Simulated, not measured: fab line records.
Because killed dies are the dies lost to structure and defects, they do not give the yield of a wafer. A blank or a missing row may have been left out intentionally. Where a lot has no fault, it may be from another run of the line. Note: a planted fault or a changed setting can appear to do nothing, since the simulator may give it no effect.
Split-lot study    flow gf180mcu    23 wafers read from 5 lots, route of 602 steps

THE SPLIT
At GF_STI_COAT_07 (resist thk 700 nm), the setting resist_thk_nm was moved away from the recipe's 700 nm on 6 of the 23 wafers read, by -3.3% to +2.3%. For the rest of the wafers, this setting stayed at what the recipe calls for.

The reading comes from the split's own step.

THE READING
KrF_of_STI_COAT_07.thk_nm (the simulator's own value, which no gauge read), in nm, at GF_STI_COAT_07 (resist thk 700 nm). The file does not state a usual value for it. Average 700.5 nm, standard deviation 1.7 nm, over the 17 wafers here run with the recipe.

wafer   tool, chamber at the split  resist_thk_nm as run, nm  against the recipe  KrF_of_STI_COAT_07.thk_nm, nm  against lot-mates on the recipe
L074.1  litho_track-03, 0           700                       recipe              701.1                          -
L074.2  litho_track-03, 0           700                       recipe              700.2                          -
L074.3  litho_track-03, 0           700                       recipe              698.2                          -
L074.4  litho_track-03, 0           700                       recipe              699.8                          -
L074.5  litho_track-03, 0           700                       recipe              699.5                          -
L078.1  litho_track-04, 0           678                       -3.1%               679.3                          -23.4
L078.3  litho_track-04, 0           700                       recipe              702.7                          -
L078.4  litho_track-04, 0           678                       -3.1%               680.3                          -22.4
L078.5  litho_track-04, 0           700                       recipe              702.9                          -
L078.6  litho_track-04, 0           700                       recipe              702.5                          -
L082.1  litho_track-02, 0           700                       recipe              698.9                          -
L082.3  litho_track-02, 0           715.8                     +2.3%               716.6                          +15.1
L082.4  litho_track-02, 0           700                       recipe              701.6                          -
L082.5  litho_track-02, 0           700                       recipe              704                            -
L082.6  litho_track-02, 0           715.8                     +2.3%               717.5                          +16.0
L084.1  litho_track-02, 0           700                       recipe              699.9                          -
L084.3  litho_track-02, 0           676.9                     -3.3%               677.3                          -22.3
L084.4  litho_track-02, 0           676.9                     -3.3%               676.9                          -22.7
L084.5  litho_track-02, 0           700                       recipe              698.8                          -
L084.6  litho_track-02, 0           700                       recipe              700.2                          -
L085.3  litho_track-03, 0           700                       recipe              698.1                          -
L085.5  litho_track-03, 0           700                       recipe              701.3                          -
L085.6  litho_track-03, 0           700                       recipe              699.5                          -

THE FIT
A straight line over all 23 wafers: KrF_of_STI_COAT_07.thk_nm changes by +6.97 nm for each +1% of resist_thk_nm; r = +0.99; the points scatter about the line by 1.6 nm.
The same after taking each lot's own level away (the mean of its wafers on the recipe; 23 wafers): +7.01 nm for each +1%; r = +0.99; scatter 1.1 nm.
The reading moves by 23 nm for the largest change in resist_thk_nm, on that fit.
The span of the lots' own levels, 699.63 to 702.70 nm, comes to 1.8 times the standard deviation stated above.
The two slopes are in agreement: the lot-to-lot level therefore moves the slope only a little.
Check: -23.4 nm against its lot-mates is what the line predicts for one of the wafers moved furthest among these (-3.3%) when that wafer is left out of the fit. It came out at -22.3 nm against them.

OTHER SPLITS ON THESE WAFERS
These wafers also went through other splits before the reading. Each is held against what the fit with the lots' levels taken away leaves over:
other split on the same wafers  wafers away from the commonest value  r with KrF_of_STI_COAT_07.thk_nm (lot level and that fit taken away)
GF_STI_OXIDATION_01 temp_c      15                                    +0.17

THE FILE'S OWN FIT
KrF_of_STI_COAT_07.thk_nm changes by +7.01 nm for each +1% of resist_thk_nm, r = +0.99.
